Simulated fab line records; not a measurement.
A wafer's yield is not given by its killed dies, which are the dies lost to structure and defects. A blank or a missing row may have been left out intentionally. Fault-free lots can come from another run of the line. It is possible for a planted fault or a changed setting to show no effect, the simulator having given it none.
fab line records	flow gf180mcu
[record] lots = 14	wafers = 42	last_day = 34
route steps=602 shown VT_IMPLANT@119 DUAL_GATE@152 POLY_GATE@173 HV_LDD@225
lots with no fault: from the same line, run without faults
start_h: the number of hours between the record's first day and the start of the first shown wafer of the lot	wait_h: how many hours have passed since the lot's step before this one	" identical to the entry in the row above	L1.1+2: a single row standing in for several wafers	- either no value or no given start	* or withheld: withheld	< > ~ a bound
route shown NAME@n: names a module that has steps shown in the file, with the first one's number in the route	usual: mean and standard deviation over wafers with no fault	same: alike in all rows	chamber/n: place in a boat	sites: the reading at each site	_std_site: how widely they spread, as a standard deviation	_edge_site: outer sites' mean less inner sites'	radius_mm: for every site, how far away it sits from the centre of the wafer	mask NAME#n: copy n	behind: the last tool/chamber to shape the wafer	hold: what put the lot on hold/how long, in hours/how the hold closed	device: whichever transistor did not switch (one of n, p or np)	end of line: tests run on the same wafers once the route is complete	a step given without rows: its recipe and nothing more	killed: not the wafer's yield, but the dies lost to structure and defects at the first sort	map: per-die view of a wafer (x killed, . not killed, _ where there is no die)
set.NAME: the setting as run; set.NAME@STEP: as run at that earlier step	model.NAME: the simulator's own value behind a step, which no gauge read
a sample of lots followed through the steps of the route, with each step as a table and each wafer as a row
services: when a tool's chamber went out of use (start_h, in hours from the record's first day, below 0 if earlier), for how many hours, and the reason
[[steps]]
[step GF_VT_IMPLANT_OVL_MEAS_29]
[usual] VT_IMPLANT_02_OVL = 0.6/1.5
lot.wafer	tool	chamber	start_h	wait_h	VT_IMPLANT_02_OVL[nm]
L865.1	overlay-02	-	143.42	0.1	-1.3
L865.5	"	-	"	"	0.7
L865.6	"	-	"	"	-2.5
L866.1	overlay-01	-	148.46	0.1	1.8
L866.3	"	-	"	"	0.2
L866.4	"	-	"	"	1.8
L867.1	overlay-01	-	152.31	0.1	0.4
L867.3	"	-	"	"	2.9
L867.6	"	-	"	"	1.7
L870.1	overlay-02	-	179.74	0.1	1.0
L870.5	"	-	"	"	0.3
L870.6	"	-	"	"	2.7
L872.1	overlay-02	-	190.17	0.1	-2.1
L872.3	"	-	"	"	-1.8
L872.4	"	-	"	"	-1.1
L877.2	overlay-01	-	225.18	0.1	0.7
L877.4	"	-	"	"	1.7
L877.5	"	-	"	"	3.2
L879.1	overlay-02	-	234.57	0.1	-0.9
L879.2	"	-	"	"	-1.2
L879.4	"	-	"	"	-0.3
L880.2	overlay-02	-	240.63	0.1	2.4
L880.3	"	-	"	"	0.7
L880.4	"	-	"	"	0.8
L881.3	overlay-01	-	247.18	0.1	0.4
L881.5	"	-	"	"	-1.2
L881.6	"	-	"	"	1.1
L882.1	overlay-02	-	252.52	0.1	-0.7
L882.4	"	-	"	"	0.2
L882.6	"	-	"	"	-1.9
L885.1	overlay-02	-	273.05	0.1	2.2
L885.3	"	-	"	"	1.2
L885.4	"	-	"	"	-0.9
L886.3	overlay-01	-	282.18	0.1	4.6
L886.4	"	-	"	"	3.6
L886.5	"	-	"	"	2.1
L887.1	overlay-02	-	288.37	0.1	-0.3
L887.3	"	-	"	"	-0.3
L887.4	"	-	"	"	-1.0
L888.1	overlay-01	-	292.99	0.1	2.9
L888.5	"	-	"	"	-1.1
L888.6	"	-	"	"	-1.3
[step GF_DUAL_GATE_OVL_MEAS_11]
[usual] DUAL_GATE_OVL = -0.3/1.4
lot.wafer	tool	chamber	start_h	wait_h	DUAL_GATE_OVL[nm]
L865.1	overlay-01	-	177.70	0.1	-0.2
L865.5	"	-	"	"	0.4
L865.6	"	-	"	"	-0.4
L866.1	overlay-01	-	184.27	0.1	-1.1
L866.3	"	-	"	"	-1.0
L866.4	"	-	"	"	-0.2
L867.1	overlay-02	-	187.62	0.1	-1.5
L867.3	"	-	"	"	-0.8
L867.6	"	-	"	"	0.7
L870.1	overlay-01	-	217.10	0.1	1.0
L870.5	"	-	"	"	-1.4
L870.6	"	-	"	"	1.2
L872.1	overlay-01	-	227.80	0.1	-0.5
L872.3	"	-	"	"	-0.7
L872.4	"	-	"	"	-1.0
L877.2	overlay-02	-	264.38	0.1	-3.2
L877.4	"	-	"	"	-3.4
L877.5	"	-	"	"	-1.2
L879.1	overlay-01	-	275.77	0.1	-1.8
L879.2	"	-	"	"	-1.6
L879.4	"	-	"	"	-0.1
L880.2	overlay-02	-	282.36	0.1	-0.8
L880.3	"	-	"	"	-2.8
L880.4	"	-	"	"	-1.5
L881.3	overlay-02	-	288.68	0.1	1.8
L881.5	"	-	"	"	1.7
L881.6	"	-	"	"	0.1
L882.1	overlay-01	-	294.57	0.1	-0.3
L882.4	"	-	"	"	1.1
L882.6	"	-	"	"	-0.6
L885.1	overlay-02	-	316.40	0.1	-2.9
L885.3	"	-	"	"	-1.3
L885.4	"	-	"	"	-1.8
L886.3	overlay-02	-	326.63	0.1	1.2
L886.4	"	-	"	"	-0.4
L886.5	"	-	"	"	-0.5
L887.1	overlay-01	-	333.00	0.1	-0.8
L887.3	"	-	"	"	-0.1
L887.4	"	-	"	"	2.3
L888.1	overlay-02	-	337.75	0.1	-0.3
L888.5	"	-	"	"	-1.3
L888.6	"	-	"	"	0.4
[step GF_POLY_GATE_OXIDATION_16]
[recipe] temp_c = 850	ambient = O2	stabilise_s = 600	purge_s = 300	target_thk_a = 40	ox_time_s = 899
[usual] ox_temp_c = 849.9/0.42	ox_temp_c_max = 854.2/0.75	spike_tc_bottom_C = 869.6/1.1	stabilise_s = 600/0	zone_power_lower_pct = 13.9/2.5
lot.wafer	tool	chamber	start_h	wait_h	ox_temp_c	ox_temp_c_max	spike_tc_bottom_C	stabilise_s	zone_power_lower_pct
L865.1	furnace-02	0	199.28	0.4	850.5	855.8	868.4	600	11.8
L865.5	"	0	"	"	849.9	855.0	871.8	600	11.8
L865.6	"	0	"	"	850.0	854.3	869.3	600	12.1
L866.1	furnace-01	0	205.59	0.0	850.9	855.5	871.4	600	17.2
L866.3	"	0	"	"	850.9	854.8	870.3	600	17.3
L866.4	"	0	"	"	850.4	853.6	870.3	600	17.4
L867.1	furnace-02	0	208.87	0.0	849.7	853.9	869.1	600	12.0
L867.3	"	0	"	"	849.5	853.4	869.6	600	11.9
L867.6	"	0	"	"	850.4	854.1	870.1	600	12.1
L870.1	furnace-01	0	239.47	0.0	849.5	854.0	871.1	600	17.2
L870.5	"	0	"	"	849.6	853.1	869.7	600	17.1
L870.6	"	0	"	"	850.1	854.9	872.0	600	17.1
L872.1	furnace-02	0	252.25	1.2	849.1	853.3	869.3	600	11.9
L872.3	"	0	"	"	849.3	852.9	868.2	600	12.0
L872.4	"	0	"	"	849.5	853.0	870.3	600	12.0
L877.2	furnace-02	0	287.51	0.0	850.4	853.7	867.9	600	11.9
L877.4	"	0	"	"	850.4	853.8	868.1	600	12.1
L877.5	"	0	"	"	850.0	854.1	869.5	600	12.2
L879.1	furnace-02	0	299.86	0.0	849.8	853.8	870.0	600	12.0
L879.2	"	0	"	"	850.5	853.8	869.5	600	12.1
L879.4	"	0	"	"	850.2	853.6	869.3	600	11.9
L880.2	furnace-02	-	308.27	0.0	-	-	-	-	-
L880.3	"	-	"	"	-	-	-	-	-
L880.4	"	-	"	"	-	-	-	-	-
L881.3	furnace-02	-	312.57	0.0	-	-	-	-	-
L881.5	"	-	"	"	-	-	-	-	-
L881.6	"	-	"	"	-	-	-	-	-
L882.1	furnace-01	0	320.37	0.0	849.6	853.2	870.5	600	17.3
L882.4	"	0	"	"	849.9	854.0	869.8	600	17.4
L882.6	"	0	"	"	850.1	854.4	869.9	600	17.1
L885.1	furnace-01	0	343.46	0.0	850.7	854.7	870.9	600	17.1
L885.3	"	0	"	"	850.6	854.8	869.9	600	17.0
L885.4	"	0	"	"	849.6	853.3	869.9	600	17.1
L886.3	furnace-02	0	351.96	0.3	849.9	854.4	869.2	600	11.9
L886.4	"	0	"	"	849.5	853.5	868.4	600	11.9
L886.5	"	0	"	"	849.3	853.5	868.0	600	12.0
L887.1	furnace-02	0	359.09	0.1	848.9	852.6	869.6	600	12.1
L887.3	"	0	"	"	849.9	854.2	870.2	600	12.0
L887.4	"	0	"	"	849.8	853.8	868.9	600	11.9
L888.1	furnace-02	0	364.73	1.4	850.4	854.9	868.5	600	11.9
L888.5	"	0	"	"	849.6	854.1	871.1	600	12.1
L888.6	"	0	"	"	849.7	853.5	868.6	600	11.9
[step GF_HV_LDD_STRIP_49]
[recipe] chemistry = O2/N2	power_w = 1400	pressure_mtorr = 1500	platen_temp_c = 250	o2_flow_sccm = 3000	n2_flow_sccm = 300	overash_fraction = 0.5
[usual] drypump_motor_current_A = 5.8/0.43	heater_power_w = 323/43	oes_product_au = 0.716/0.0046	strip_time_to_endpoint_s = 12.63/0.036
lot.wafer	tool	chamber	start_h	wait_h	drypump_motor_current_A	heater_power_w	oes_product_au	rf_hours_counter_h	strip_time_to_endpoint_s
L865.1	plasma_asher-01	1	274.44	0.1	6.0	300	0.718	45	12.64
L865.5	"	0	"	"	5.9	409	0.714	-	12.60
L865.6	"	1	"	"	5.9	313	0.710	-	12.58
L866.1	plasma_asher-04	1	283.44	0.1	5.1	329	0.719	65	12.60
L866.3	"	1	"	"	5.1	328	0.710	-	12.62
L866.4	"	0	"	"	6.3	304	0.724	-	12.61
L867.1	plasma_asher-01	0	286.83	0.1	5.9	415	0.710	46	12.57
L867.3	"	0	"	"	5.9	411	0.709	-	12.59
L867.6	"	0	"	"	5.9	416	0.718	-	12.59
L870.1	plasma_asher-04	1	322.13	0.1	5.0	336	0.719	69	12.66
L870.5	"	0	"	"	6.3	310	0.711	-	12.67
L870.6	"	1	"	"	5.0	336	0.724	-	12.66
L872.1	plasma_asher-03	1	335.65	0.1	6.1	319	0.707	68	12.59
L872.3	"	0	"	"	5.8	263	0.717	-	12.63
L872.4	"	1	"	"	6.1	321	0.711	-	12.62
L877.2	plasma_asher-04	0	377.03	0.1	6.3	300	0.725	74	12.68
L877.4	"	0	"	"	6.3	304	0.712	-	12.66
L877.5	"	1	"	"	5.0	332	0.719	-	12.68
L879.1	plasma_asher-01	0	388.82	0.1	5.9	406	0.720	57	12.63
L879.2	"	1	"	"	6.0	308	0.716	57	12.65
L879.4	"	1	"	"	6.0	307	0.713	-	12.63
L882.1	plasma_asher-03	1	411.14	0.1	6.1	322	0.717	76	12.67
L882.4	"	1	"	"	6.1	328	0.714	-	12.62
L882.6	"	0	"	"	5.7	257	0.721	-	12.65
L885.1	plasma_asher-04	0	435.89	0.1	6.3	321	0.716	1	12.62
L885.3	"	0	"	"	6.3	320	0.721	-	12.59
L885.4	"	1	"	"	5.1	332	0.722	-	12.62
L886.3	plasma_asher-03	1	445.49	0.1	6.1	314	0.712	-	12.64
L886.4	"	0	"	"	5.8	260	0.720	-	12.66
L886.5	"	0	"	"	5.7	252	0.726	-	12.64
L887.1	plasma_asher-01	0	453.99	0.1	5.9	408	0.726	64	12.70
L887.3	"	0	"	"	5.9	417	0.716	-	12.70
L887.4	"	1	"	"	5.9	303	0.723	-	12.66
L888.1	plasma_asher-04	0	458.77	0.1	6.3	328	0.710	3	12.55
L888.5	"	0	"	"	6.3	319	0.717	-	12.56
L888.6	"	1	"	"	5.0	331	0.718	-	12.58
[[services]]
tool	chamber	start_h	hours	kind
plasma_asher-04	-	179.40	5.9	pm
furnace-01	-	188.05	3.7	pm
furnace-02	-	216.32	4.5	repair
furnace-02	-	220.83	3.0	pm
furnace-01	-	274.79	3.6	pm
furnace-01	-	299.24	3.6	repair
plasma_asher-01	-	332.97	3.1	repair
furnace-01	-	356.08	4.8	pm
furnace-01	-	362.84	58.6	repair
plasma_asher-04	-	381.25	9.9	repair
plasma_asher-01	-	393.30	4.9	pm
furnace-02	-	411.19	3.7	pm
plasma_asher-04	-	421.25	9.0	pm
plasma_asher-04	0	421.25	9.0	vent_cycle
plasma_asher-04	1	421.25	9.0	vent_cycle
furnace-02	-	421.70	3.9	pm
plasma_asher-03	-	423.43	1.2	repair
plasma_asher-04	0	430.25	-	clean
plasma_asher-04	1	430.25	-	clean
furnace-02	-	437.92	5.0	pm
[[key]]
[first_sign] step = GF_POLY_GATE_OXIDATION_16	reading = tool_record	direction = missing
effect none on later readings
met_at GF_POLY_GATE_OXIDATION_16
struck_lots L880,L881
later_rows_left_out L880.2,L880.3,L880.4,L881.3,L881.5,L881.6
sort_left_out L880.2,L880.3,L880.4,L881.3,L881.5,L881.6
tester_left_out L880,L881
not_acting_at GF_VT_IMPLANT_OVL_MEAS_29,GF_DUAL_GATE_OVL_MEAS_11,GF_HV_LDD_STRIP_49
onset_between 299.86 308.27
[fault] kind = skipped_step_whole	tool = furnace-02	chamber = -	onset_h = 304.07	steps = GF_POLY_GATE_OXIDATION_16	scope = struck_lots_only
// tester_left_out: of these lots the tester's yield and bins aren't shown, on N5 and GAA mostly nor the transistor test; their killed dies are dies lost to structure and defects alone, not to doping, threshold or leakage, so they don't give the yield
// sort_left_out: the simulated sort isn't trusted on such a fault, so these wafers' sort isn't shown, and their yield isn't known
// later_rows_left_out: the simulator's readings of these wafers behind a module that went badly wrong aren't trusted and aren't shown, but for the sort
